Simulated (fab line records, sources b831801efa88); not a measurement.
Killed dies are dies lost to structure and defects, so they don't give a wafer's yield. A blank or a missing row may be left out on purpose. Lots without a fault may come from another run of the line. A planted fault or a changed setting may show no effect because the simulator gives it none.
Which tool did it? | flow sky130 | 7 lots, 21 wafers sampled, at 3 steps of a route of 708

WHAT THE GAUGES READ, wafer by wafer
SKY_VIA4_THK_MEAS_20: measures by xrf.
lot  | measured     | on            | VIA4_W_THK (nm)
L320 | day 43 11:57 | film_metro-01 | 538 515 535
L322 | day 43 21:29 | film_metro-01 | 511 518 535
L325 | day 44 16:29 | film_metro-03 | 535 508 502
L327 | day 45 00:44 | film_metro-04 | 519 520 516
L335 | day 47 09:05 | film_metro-04 | 511
L337 | day 47 17:05 | film_metro-04 | 500 514 522
L342 | day 48 17:09 | film_metro-03 | 530 503 528

WHICH TOOL RAN EACH LOT (tool, then ch and the chambers of the sampled wafers, then the start)
lot  | SKY_VIA1_CMP_02               | SKY_VIA4_ETCH_12
L320 | cmp-02 ch 0,1,3, day 33 13:55 | rie_diel-01 ch 0,2,3, day 43 10:56
L322 | cmp-02 ch 0,1,2, day 33 21:49 | rie_diel-02 ch 1,2,3, day 43 20:26
L325 | cmp-01 ch 0,1,3, day 34 22:55 | rie_diel-02 ch 0,1, day 44 15:29
L327 | cmp-01 ch 2,3, day 35 10:24   | rie_diel-02 ch 0,3, day 44 23:44
L335 | cmp-02 ch 1,2,3, day 38 05:50 | rie_diel-01 ch 3, day 47 08:05
L337 | cmp-01 ch 1,2,3, day 38 15:01 | rie_diel-04 ch 0,1,2, day 47 16:05
L342 | cmp-01 ch 0,1,2, day 39 23:27 | rie_diel-01 ch 1,2, day 48 16:08
- SKY_VIA1_CMP_02: polishes SiO2.
- SKY_VIA4_ETCH_12: etches SiO2 in C4F8/O2/Ar, stops on TiN, target depth 580 nm.

THE ANSWER, worked out from the rows above alone
Rule: what is usual is taken from the lots themselves. Put in order of their means at a reading, lots are off if they are a third of the lots or fewer, leave a main group of 4 or more, and stand apart from it by a gap of 3 or more times the standard deviation of the main group's means; of several such gaps the widest counts. A main group whose means are all the same, to the digits that the tables above print for the reading, isn't used. A lot without any number at a reading at which 4 lots or more have one is off too. The other lots that the step has rows for count as sound.
No lot is off at any reading shown: from this, nothing can be told.

WHAT THE SIMULATOR HAD PUT IN
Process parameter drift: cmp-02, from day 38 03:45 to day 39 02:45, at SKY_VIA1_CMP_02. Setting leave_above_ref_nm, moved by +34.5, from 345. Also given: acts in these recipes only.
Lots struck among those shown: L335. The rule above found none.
